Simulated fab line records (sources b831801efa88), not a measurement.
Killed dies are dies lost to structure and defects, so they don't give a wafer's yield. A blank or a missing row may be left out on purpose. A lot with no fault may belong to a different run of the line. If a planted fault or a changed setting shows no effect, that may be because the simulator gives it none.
Which tool was responsible? | flow sky130 | 12 lots, 36 wafers sampled, at 6 steps of a route of 708

WHAT EACH GAUGE READ, for each wafer
SKY_METAL4_OVL_MEAS_14.
lot  | measured     | on         | METAL4_OVL (nm)
L075 | day 42 04:37 | overlay-01 | 14 1 5
L077 | day 42 13:46 | overlay-02 | 0 1 -2
L079 | day 43 04:55 | overlay-01 | 9 5 6
L081 | day 44 06:37 | overlay-02 | 7 3 6
L083 | day 44 07:28 | overlay-02 | 11 1 8
L085 | day 44 19:55 | overlay-01 | -2 -3 0
L087 | day 45 14:37 | overlay-01 | -10 -6 -9
L089 | day 45 22:46 | overlay-01 | -2 -4 -7
L091 | day 46 10:13 | overlay-02 | 7 4 10
L093 | day 46 16:55 | overlay-02 | 8 1 4
L095 | day 47 08:04 | overlay-01 | 3 -1 -1
L097 | day 47 17:22 | overlay-02 | -4 -9 -1

WHAT TOOL EACH LOT RAN ON (gives the tool, then ch and the chambers of the sampled wafers, and finally the start)
lot  | SKY_METAL2_SPUTTER_04        | SKY_METAL2_DESCUM_17              | SKY_METAL3_ETCH_17                 | SKY_METAL4_SPUTTER_00        | SKY_METAL4_SPUTTER_04
L075 | pvd-sputter-02, day 34 11:24 | rie-metal-04 ch 0,1, day 35 13:56 | rie-diel-02 ch 0,2,3, day 38 23:53 | pvd-sputter-03, day 40 03:34 | pvd-sputter-03, day 40 03:41
L077 | pvd-sputter-04, day 34 23:10 | rie-metal-04 ch 0,1, day 36 01:06 | rie-diel-04 ch 2,3, day 39 10:10   | pvd-sputter-02, day 40 12:58 | pvd-sputter-02, day 40 13:04
L079 | pvd-sputter-01, day 35 15:04 | rie-metal-02 ch 1, day 36 17:21   | rie-diel-04 ch 0, day 40 01:59     | pvd-sputter-04, day 41 04:40 | pvd-sputter-04, day 41 04:46
L081 | pvd-sputter-01, day 36 19:20 | rie-metal-01 ch 0,1, day 37 22:11 | rie-diel-02 ch 0,2,3, day 41 04:56 | pvd-sputter-02, day 42 07:31 | pvd-sputter-02, day 42 07:37
L083 | pvd-sputter-02, day 36 22:06 | rie-metal-01 ch 0, day 38 00:46   | rie-diel-02 ch 0,1,3, day 41 05:59 | pvd-sputter-02, day 42 08:55 | pvd-sputter-02, day 42 09:01
L085 | pvd-sputter-01, day 37 11:36 | rie-metal-01 ch 0, day 38 13:39   | rie-diel-04 ch 1,3, day 41 18:29   | pvd-sputter-02, day 42 21:17 | pvd-sputter-02, day 42 21:24
L087 | pvd-sputter-01, day 38 09:22 | rie-metal-02 ch 0,1, day 39 10:57 | rie-diel-01 ch 0,2,3, day 42 15:02 | pvd-sputter-03, day 43 16:45 | pvd-sputter-03, day 43 16:52
L089 | pvd-sputter-01, day 38 18:28 | rie-metal-04 ch 0,1, day 39 19:30 | rie-diel-01 ch 0,2,3, day 42 23:25 | pvd-sputter-03, day 44 01:26 | pvd-sputter-03, day 44 01:32
L091 | pvd-sputter-02, day 39 11:21 | rie-metal-02 ch 0,1, day 40 11:15 | rie-diel-04 ch 0,1,3, day 43 12:58 | pvd-sputter-02, day 44 14:25 | pvd-sputter-02, day 44 14:32
L093 | pvd-sputter-02, day 39 18:50 | rie-metal-02 ch 0,1, day 40 19:36 | rie-diel-04 ch 0,1,3, day 43 21:52 | pvd-sputter-04, day 44 22:54 | pvd-sputter-04, day 44 23:00
L095 | pvd-sputter-04, day 40 12:20 | rie-metal-02 ch 0,1, day 41 12:39 | rie-diel-01 ch 0,2,3, day 44 13:40 | pvd-sputter-04, day 45 14:02 | pvd-sputter-04, day 45 14:08
L097 | pvd-sputter-04, day 40 23:45 | rie-metal-04 ch 0,1, day 41 23:48 | rie-diel-01 ch 1,2,3, day 45 00:23 | pvd-sputter-04, day 46 01:34 | pvd-sputter-04, day 46 01:41
- SKY_METAL2_SPUTTER_04: material TiN, target thk 70 nm, time 58.3 s.
- SKY_METAL2_DESCUM_17: chemistry O2, time 8 s.
- SKY_METAL3_ETCH_17: etches SiO2 in C4F8/O2/Ar, stops on TiN, time 3.9 s, target depth 15 nm.
- SKY_METAL4_SPUTTER_00: material Ti, target thk 15 nm, time 10 s.
- SKY_METAL4_SPUTTER_04: material TiN, target thk 70 nm, time 58.3 s.

THE ANSWER, worked out from the rows above alone
Rule: the usual values come from the lots themselves. Put in order of their means at a reading, lots are off if they are a third of the lots or fewer, leave a main group of 4 or more, and stand apart from it by a gap of 3 or more times the standard deviation of the main group's means; of several such gaps the widest counts. Not used: any main group whose means are identical at the precision the tables above print for the reading. A lot without any number at a reading at which 4 lots or more have one is off too. Where the step has rows for the other lots, those lots are counted as sound.
None of the lots is off at any reading shown; this tells nothing.

WHAT THE SIMULATOR HAD PUT IN
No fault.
